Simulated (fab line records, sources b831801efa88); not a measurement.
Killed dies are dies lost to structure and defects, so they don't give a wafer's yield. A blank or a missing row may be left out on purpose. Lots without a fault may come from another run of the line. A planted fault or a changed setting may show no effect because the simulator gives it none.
Chamber matching | flow sky130 | SKY_LI_CONTACT_CMP_02 on cmp-01: 4 sister chambers
The step polishes PSG. 4 wafers are shown with their chamber, then 7 later ones without.

WAFERS WITH THEIR CHAMBER
wafer  | chamber | motor_current_A (A)
L424.6 | 2       | 14.7
L427.6 | 1       | 12.2
L429.1 | 0       | 12.1
L429.2 | 3       | 11.5

WAFERS WITHOUT THEIR CHAMBER
wafer  | motor_current_A (A)
L429.3 | 14.3
L433.1 | 10.8
L433.3 | 14.7
L433.6 | 12.5
L438.3 | 14.2
L438.4 | 11.3
L438.5 | 12.4

WHICH CHAMBER EACH WENT THROUGH
wafer  | from the rows above          | in truth
L429.3 | 2                            | 2
L433.1 | can't be placed: 3 or 0 or 1 | 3
L433.3 | 2                            | 2
L433.6 | can't be placed: 1 or 0 or 3 | 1
L438.3 | 2                            | 2
L438.4 | can't be placed: 3 or 0 or 1 | 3
L438.5 | can't be placed: 1 or 0 or 3 | 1
Placed correctly: 3 of 7. Can't be placed from these rows: 4 (the true chamber is among the candidates in 4). Placed wrongly: 0.
How it was worked out, from the rows above alone: a wafer's distance from a chamber is the root of the sum, over the readings, of the square of ((its reading less the chamber's mean) divided by the reading's scatter). The wafer belongs to the nearest chamber; if the next one is less than 2 further off, it can't be placed. A chamber's mean is the mean of its shown wafers. The scatter: with one shown wafer a chamber, the root of the mean of the squares of how far each hidden wafer lies from its nearest shown one.
